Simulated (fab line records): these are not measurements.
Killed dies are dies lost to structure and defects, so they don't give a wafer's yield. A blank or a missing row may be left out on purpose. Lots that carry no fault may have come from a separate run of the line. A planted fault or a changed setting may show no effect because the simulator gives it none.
What tool caused it? ; flow sfq-line ; 7 lots, 21 wafers sampled, at 3 steps of a route of 325

WHAT THE GAUGES READ, wafer by wafer
SFQ_M2_OVL_MEAS_916.
lot;measured;on;M2_OVL (nm)
L920;day 20 08:07;overlay-01;-1 0 2
L922;day 21 04:01;overlay-01;2 7 8
L929;day 24 01:26;overlay-01;7 7 5
L931;day 24 15:49;overlay-01;-2 2 4
L938;day 27 02:05;overlay-01;-3 -3 3
L940;day 27 21:48;overlay-02;3 9 2
L942;day 34 11:13;overlay-01;15 10 11

EACH LOT AND THE TOOL THAT RAN IT (in order: tool; ch and the chambers of the sampled wafers; start)
lot;SFQ_TRILAYER_I1_DEP_PECVD_045;SFQ_TRILAYER_I1_CMP_CMP_046
L920;pecvd-01 ch 0,1, day 17 15:59;cmp-01 ch 0,2, day 17 17:11
L922;pecvd-01 ch 0,1,2, day 18 07:35;cmp-02 ch 0,1,2, day 18 08:32
L929;pecvd-02 ch 1,2, day 22 23:01;cmp-02 ch 1,2,3, day 23 07:00
L931;pecvd-04 ch 1,2, day 23 14:43;cmp-01 ch 1,2,3, day 24 00:25
L938;pecvd-01 ch 0,2, day 26 01:13;cmp-02 ch 0,2,3, day 26 16:00
L940;pecvd-02 ch 0,2, day 26 15:47;cmp-02 ch 0,1,2, day 27 08:00
L942;pecvd-01 ch 1,2, day 27 12:11;cmp-02 ch 0,1, day 28 04:00
- SFQ_TRILAYER_I1_DEP_PECVD_045: deposits SiO2 from SiH4/N2O, time 111.11 s, target thk 500 nm.
- SFQ_TRILAYER_I1_CMP_CMP_046: polishes SiO2.

THE ANSWER, worked out from the rows above alone
Rule: what is usual is taken from the lots themselves. The widest of any qualifying gaps counts: lots, ordered by their means at a reading, are off when they make up no more than a third of the lots, leave a main group of 4 or more, and stand apart from it by 3 or more times the standard deviation of that group's means. The tables above print the reading to a certain number of digits; a main group whose means all agree to those digits is not used. Also off: a lot with no number at a reading for which 4 or more lots have one. Where the step has rows for the other lots, those lots are counted as sound.
No lot is off on any of the readings shown, so nothing can be concluded from this.

WHAT THE SIMULATOR HAD PUT IN
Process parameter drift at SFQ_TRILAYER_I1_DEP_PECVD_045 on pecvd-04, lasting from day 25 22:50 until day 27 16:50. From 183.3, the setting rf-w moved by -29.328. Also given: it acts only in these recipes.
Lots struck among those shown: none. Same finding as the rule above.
